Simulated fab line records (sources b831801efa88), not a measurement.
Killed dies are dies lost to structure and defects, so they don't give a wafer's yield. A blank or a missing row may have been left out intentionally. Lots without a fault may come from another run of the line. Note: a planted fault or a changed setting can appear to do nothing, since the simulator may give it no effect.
What tool caused it? || flow sky130 || 11 lots, 33 wafers sampled, at 3 steps of a route of 708

WHAT THE GAUGES SHOWED, per wafer
SKY_SD_N_RS_MEAS_16: measures by four-point-probe.
{"lot": "L693", "measured": "day 28 00:13", "on": "film metro-01", "SD_N_RS (ohm/sq)": "68.60 68.62 68.71"}
{"lot": "L695", "measured": "day 28 11:13", "on": "film metro-03", "SD_N_RS (ohm/sq)": "68.46 68.43 68.49"}
{"lot": "L698", "measured": "day 29 08:23", "on": "film metro-04", "SD_N_RS (ohm/sq)": "68.51 68.57 68.54"}
{"lot": "L697", "measured": "day 29 13:20", "on": "film metro-04", "SD_N_RS (ohm/sq)": "68.55 68.36 68.44"}
{"lot": "L699", "measured": "day 30 12:05", "on": "film metro-01", "SD_N_RS (ohm/sq)": "68.57 68.63 68.52"}
{"lot": "L700", "measured": "day 30 13:35", "on": "film metro-01", "SD_N_RS (ohm/sq)": "68.52 68.44 68.53"}
{"lot": "L704", "measured": "day 31 01:31", "on": "film metro-03", "SD_N_RS (ohm/sq)": "68.54 68.67 68.80"}
{"lot": "L706", "measured": "day 32 12:55", "on": "film metro-01", "SD_N_RS (ohm/sq)": "67.82 67.66 67.76"}
{"lot": "L711", "measured": "day 33 18:11", "on": "film metro-04", "SD_N_RS (ohm/sq)": "67.71 67.66 67.77"}
{"lot": "L712", "measured": "day 34 20:28", "on": "film metro-03", "SD_N_RS (ohm/sq)": "68.59 68.57 68.82"}
{"lot": "L715", "measured": "day 35 06:08", "on": "film metro-01", "SD_N_RS (ohm/sq)": "68.45 68.40 68.48"}

EACH LOT AND THE TOOL THAT RAN IT (in order: tool; ch and the chambers of the sampled wafers; start)
{"lot": "L693", "SKY_SD_N_IMPLANT_09": "implanter-02 ch 0, day 27 23:31", "SKY_SD_N_STRIP_11": "plasma asher-04 ch 0,1, day 27 23:49"}
{"lot": "L695", "SKY_SD_N_IMPLANT_09": "implanter-04 ch 0, day 28 10:33", "SKY_SD_N_STRIP_11": "plasma asher-03 ch 0,1, day 28 10:49"}
{"lot": "L698", "SKY_SD_N_IMPLANT_09": "implanter-04 ch 0, day 29 07:42", "SKY_SD_N_STRIP_11": "plasma asher-02 ch 0,1, day 29 07:58"}
{"lot": "L697", "SKY_SD_N_IMPLANT_09": "implanter-02 ch 0, day 29 12:39", "SKY_SD_N_STRIP_11": "plasma asher-02 ch 0,1, day 29 12:56"}
{"lot": "L699", "SKY_SD_N_IMPLANT_09": "implanter-03 ch 0, day 30 10:34", "SKY_SD_N_STRIP_11": "plasma asher-02 ch 0,1, day 30 10:56"}
{"lot": "L700", "SKY_SD_N_IMPLANT_09": "implanter-04 ch 0, day 30 12:20", "SKY_SD_N_STRIP_11": "plasma asher-03 ch 0, day 30 12:38"}
{"lot": "L704", "SKY_SD_N_IMPLANT_09": "implanter-04 ch 0, day 31 00:50", "SKY_SD_N_STRIP_11": "plasma asher-03 ch 0,1, day 31 01:08"}
{"lot": "L706", "SKY_SD_N_IMPLANT_09": "implanter-04 ch 0, day 32 12:14", "SKY_SD_N_STRIP_11": "plasma asher-02 ch 0,1, day 32 12:32"}
{"lot": "L711", "SKY_SD_N_IMPLANT_09": "implanter-04 ch 0, day 33 17:31", "SKY_SD_N_STRIP_11": "plasma asher-04 ch 0,1, day 33 17:47"}
{"lot": "L712", "SKY_SD_N_IMPLANT_09": "implanter-03 ch 0, day 34 19:47", "SKY_SD_N_STRIP_11": "plasma asher-02 ch 0,1, day 34 20:05"}
{"lot": "L715", "SKY_SD_N_IMPLANT_09": "implanter-03 ch 0, day 35 05:28", "SKY_SD_N_STRIP_11": "plasma asher-02 ch 0, day 35 05:44"}
- SKY_SD_N_IMPLANT_09
- SKY_SD_N_STRIP_11: strips in O2/N2.

THE ANSWER, worked out from the rows above alone
Rule: usual is defined by the lots themselves. Put in order of their means at a reading, lots are off if they are a third of the lots or fewer, leave a main group of 4 or more, and stand apart from it by a gap of 3 or more times the standard deviation of the main group's means; of several such gaps the widest counts. A main group is skipped when, at the precision printed for the reading in the tables above, its means are all equal. Also off: a lot with no number at a reading for which 4 or more lots have one. Any other lot the step has rows for is counted as sound.
Off: at SKY_SD_N_RS_MEAS_16 (SD_N_RS), L706, L711. The main group has a mean of 68.55 ohm/sq with a standard deviation of 0.087.
A tool fits if, at a process step before that reading, it ran every lot that is off, and no sound lot after the first of them. Those tools and the gauges at SKY_SD_N_RS_MEAS_16 are tried in the same way. One candidate fits, namely implanter-04 at SKY_SD_N_IMPLANT_09. A fault onset in the window from L704 (day 31 00:50, its last sound lot) to L706 (day 32 12:14, its first lot off) fits.

WHAT THE SIMULATOR HAD PUT IN
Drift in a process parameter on implanter-04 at SKY_SD_N_IMPLANT_09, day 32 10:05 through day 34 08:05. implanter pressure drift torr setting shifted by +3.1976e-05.
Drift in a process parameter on implanter-04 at SKY_SD_N_IMPLANT_09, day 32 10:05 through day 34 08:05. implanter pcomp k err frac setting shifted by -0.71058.
Lots struck among those shown: L706, L711. This agrees with what the rule above found.
